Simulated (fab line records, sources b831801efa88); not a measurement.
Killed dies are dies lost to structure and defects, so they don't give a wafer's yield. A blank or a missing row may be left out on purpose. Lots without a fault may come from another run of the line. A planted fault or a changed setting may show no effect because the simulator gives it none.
Chamber matching | flow sfq_line | SFQ_TRILAYER_I1_CMP_CMP_046 on cmp-01: 4 sister chambers
The step polishes SiO2. 7 wafers are shown with their chamber, then 7 later ones without.

WAFERS WITH THEIR CHAMBER
wafer  | chamber | motor_current_A (A) | slurry_filter_dp_kPa (kPa)
L241.3 | 2       | 9.3                 | 13.21
L241.5 | 3       | 9.4                 | 13.72
L243.1 | 0       | 9.7                 | 13.54
L243.5 | 0       | 10.2                | 13.37
L243.6 | 1       | 8.5                 | 13.59
L245.3 | 3       | 10.3                | 13.45
L245.4 | 2       | 8.6                 | 13.42

WAFERS WITHOUT THEIR CHAMBER
wafer  | motor_current_A (A) | slurry_filter_dp_kPa (kPa)
L245.1 | 8.3                 | 13.50
L250.3 | 9.9                 | 13.38
L250.4 | 9.0                 | 13.59
L250.6 | 9.3                 | 13.52
L259.3 | 9.4                 | 13.77
L259.1 | 10.2                | 13.38
L259.5 | 8.3                 | 13.48

WHICH CHAMBER EACH WENT THROUGH
wafer  | from the rows above               | in truth
L245.1 | can't be placed: 1 or 2           | 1
L250.3 | can't be placed: 0 or 3 or 2      | 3
L250.4 | can't be placed: 1 or 3 or 2 or 0 | 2
L250.6 | can't be placed: 3 or 0 or 2 or 1 | 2
L259.3 | can't be placed: 3 or 1 or 0 or 2 | 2
L259.1 | can't be placed: 0 or 3 or 2      | 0
L259.5 | can't be placed: 1 or 2           | 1
Placed correctly: 0 of 7. Can't be placed from these rows: 7 (the true chamber is among the candidates in 7). Placed wrongly: 0.
How it was worked out, from the rows above alone: a wafer's distance from a chamber is the root of the sum, over the readings, of the square of ((its reading less the chamber's mean) divided by the reading's scatter). The wafer belongs to the nearest chamber; if the next one is less than 2 further off, it can't be placed. A chamber's mean is the mean of its shown wafers. The scatter: the root of (the sum of the squares of (reading less its chamber's mean) over the shown wafers, divided by (wafers less chambers)).
